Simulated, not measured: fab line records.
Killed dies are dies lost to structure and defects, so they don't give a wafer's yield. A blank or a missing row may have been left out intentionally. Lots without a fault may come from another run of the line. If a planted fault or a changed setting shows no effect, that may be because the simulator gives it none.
Commonality check across tools :: flow gf180mcu :: 15 lots and 45 wafers in the sample

## WHY IT WAS OPENED
3 of 15 lots carry a flag on the reading NSD_RS at GF_PSD_RS_MEAS_14. Wafers without a fault read 46.12 ohm/sq, standard deviation 0.081.
Rule: a lot is flagged when every wafer of it that has a number lies more than 4 standard deviations from that mean, or none has a number. The other lots count as sound.

lot: L184
measured: day 14 10:41
on: film-metro-04
NSD_RS (ohm/sq), wafer by wafer: 46.30 46.14 46.14
flag: 

lot: L185
measured: day 14 14:47
on: film-metro-04
NSD_RS (ohm/sq), wafer by wafer: 46.15 46.10 46.04
flag: 

lot: L186
measured: day 15 05:14
on: film-metro-04
NSD_RS (ohm/sq), wafer by wafer: 46.22 46.19 46.24
flag: 

lot: L187
measured: day 15 17:56
on: film-metro-03
NSD_RS (ohm/sq), wafer by wafer: 46.16 46.06 46.03
flag: 

lot: L188
measured: day 15 23:10
on: film-metro-01
NSD_RS (ohm/sq), wafer by wafer: 46.00 46.04 46.00
flag: 

lot: L189
measured: day 16 04:39
on: film-metro-01
NSD_RS (ohm/sq), wafer by wafer: 46.07 45.97 46.00
flag: 

lot: L192
measured: day 17 08:50
on: film-metro-03
NSD_RS (ohm/sq), wafer by wafer: 46.13 46.28 46.14
flag: 

lot: L193
measured: day 17 19:56
on: film-metro-03
NSD_RS (ohm/sq), wafer by wafer: 46.13 46.13 46.15
flag: 

lot: L195
measured: day 18 11:47
on: film-metro-04
NSD_RS (ohm/sq), wafer by wafer: 53.16 53.25 53.16
flag: FLAGGED

lot: L196
measured: day 18 20:45
on: film-metro-03
NSD_RS (ohm/sq), wafer by wafer: 53.15 53.12 53.13
flag: FLAGGED

lot: L197
measured: day 19 02:25
on: film-metro-01
NSD_RS (ohm/sq), wafer by wafer: 52.99 53.09 53.02
flag: FLAGGED

lot: L201
measured: day 21 06:07
on: film-metro-03
NSD_RS (ohm/sq), wafer by wafer: 46.20 46.19 46.14
flag: 

lot: L204
measured: day 21 22:22
on: film-metro-03
NSD_RS (ohm/sq), wafer by wafer: 46.01 46.13 46.17
flag: 

lot: L205
measured: day 22 02:47
on: film-metro-01
NSD_RS (ohm/sq), wafer by wafer: 46.05 46.12 46.17
flag: 

lot: L206
measured: day 22 10:01
on: film-metro-01
NSD_RS (ohm/sq), wafer by wafer: 45.98 46.11 46.09
flag: 
The numbers of the flagged lots are 53.12 ohm/sq on average: +7.00 ohm/sq against the usual, or +86 standard deviations.

## EACH LOT AND THE TOOL IT RAN ON
2 process steps preceding the reading are held in the record, out of 602 steps in the route. Every cell lists first the tool, next ch and the chambers used by the sampled wafers, and last the start.
lot: L184
flag: 
GF_NSD_IMPLANT_10: implanter-01 ch 0, day 13 13:54
GF_NSD_STRIP_11: plasma-asher-04 ch 0,1, day 13 14:03

lot: L185
flag: 
GF_NSD_IMPLANT_10: implanter-03 ch 0, day 13 17:03
GF_NSD_STRIP_11: plasma-asher-04 ch 0,1, day 13 17:11

lot: L186
flag: 
GF_NSD_IMPLANT_10: implanter-03 ch 0, day 14 07:49
GF_NSD_STRIP_11: plasma-asher-04 ch 0,1, day 14 07:57

lot: L187
flag: 
GF_NSD_IMPLANT_10: implanter-04 ch 0, day 14 19:54
GF_NSD_STRIP_11: plasma-asher-03 ch 0,1, day 14 20:03

lot: L188
flag: 
GF_NSD_IMPLANT_10: implanter-03 ch 0, day 15 00:53
GF_NSD_STRIP_11: plasma-asher-01 ch 0, day 15 01:01

lot: L189
flag: 
GF_NSD_IMPLANT_10: implanter-03 ch 0, day 15 06:52
GF_NSD_STRIP_11: plasma-asher-03 ch 0,1, day 15 06:59

lot: L192
flag: 
GF_NSD_IMPLANT_10: implanter-01 ch 0, day 16 09:59
GF_NSD_STRIP_11: plasma-asher-03 ch 0,1, day 16 10:08

lot: L193
flag: 
GF_NSD_IMPLANT_10: implanter-04 ch 0, day 16 20:08
GF_NSD_STRIP_11: plasma-asher-04 ch 0,1, day 16 20:17

lot: L195
flag: FLAGGED
GF_NSD_IMPLANT_10: implanter-04, day 17 11:02
GF_NSD_STRIP_11: plasma-asher-01 ch 0,1, day 17 11:10

lot: L196
flag: FLAGGED
GF_NSD_IMPLANT_10: implanter-01, day 17 20:16
GF_NSD_STRIP_11: plasma-asher-03 ch 0, day 17 20:23

lot: L197
flag: FLAGGED
GF_NSD_IMPLANT_10: implanter-01, day 18 01:26
GF_NSD_STRIP_11: plasma-asher-04 ch 0,1, day 18 01:35

lot: L201
flag: 
GF_NSD_IMPLANT_10: implanter-01 ch 0, day 20 05:02
GF_NSD_STRIP_11: plasma-asher-01 ch 0, day 20 05:11

lot: L204
flag: 
GF_NSD_IMPLANT_10: implanter-01 ch 0, day 20 22:31
GF_NSD_STRIP_11: plasma-asher-03 ch 0,1, day 20 22:37

lot: L205
flag: 
GF_NSD_IMPLANT_10: implanter-01 ch 0, day 21 02:13
GF_NSD_STRIP_11: plasma-asher-01 ch 0,1, day 21 02:22

lot: L206
flag: 
GF_NSD_IMPLANT_10: implanter-03 ch 0, day 21 10:34
GF_NSD_STRIP_11: plasma-asher-04 ch 0,1, day 21 10:43
What is done by these steps:
- GF_NSD_IMPLANT_10
- GF_NSD_STRIP_11: strips in O2/N2.
- GF_PSD_RS_MEAS_14: measures by four-point-probe.

## FLAGGED OVER TOTAL, TOOL BY TOOL (the gauges that took the reading come last)
step: GF_NSD_IMPLANT_10
tool: implanter-01
lots run: 7
flagged: 2
share of the flagged lots: some
sound lots run after its first flagged lot: 3 (L201,L204,L205)

step: GF_NSD_IMPLANT_10
tool: implanter-03
lots run: 5
flagged: 0
share of the flagged lots: none
sound lots run after its first flagged lot: -

step: GF_NSD_IMPLANT_10
tool: implanter-04
lots run: 3
flagged: 1
share of the flagged lots: some
sound lots run after its first flagged lot: 0

step: GF_NSD_STRIP_11
tool: plasma-asher-01
lots run: 4
flagged: 1
share of the flagged lots: some
sound lots run after its first flagged lot: 2 (L201,L205)

step: GF_NSD_STRIP_11
tool: plasma-asher-03
lots run: 5
flagged: 1
share of the flagged lots: some
sound lots run after its first flagged lot: 1 (L204)

step: GF_NSD_STRIP_11
tool: plasma-asher-04
lots run: 6
flagged: 1
share of the flagged lots: some
sound lots run after its first flagged lot: 1 (L206)

step: GF_PSD_RS_MEAS_14
tool: film-metro-01
lots run: 5
flagged: 1
share of the flagged lots: some
sound lots run after its first flagged lot: 2 (L205,L206)

step: GF_PSD_RS_MEAS_14
tool: film-metro-03
lots run: 6
flagged: 1
share of the flagged lots: some
sound lots run after its first flagged lot: 2 (L201,L204)

step: GF_PSD_RS_MEAS_14
tool: film-metro-04
lots run: 4
flagged: 1
share of the flagged lots: some
sound lots run after its first flagged lot: 0

## WHAT THE TABLE ALLOWS
No row of the table ran every flagged lot.

## WHAT HAD BEEN PUT IN BY THE SIMULATOR
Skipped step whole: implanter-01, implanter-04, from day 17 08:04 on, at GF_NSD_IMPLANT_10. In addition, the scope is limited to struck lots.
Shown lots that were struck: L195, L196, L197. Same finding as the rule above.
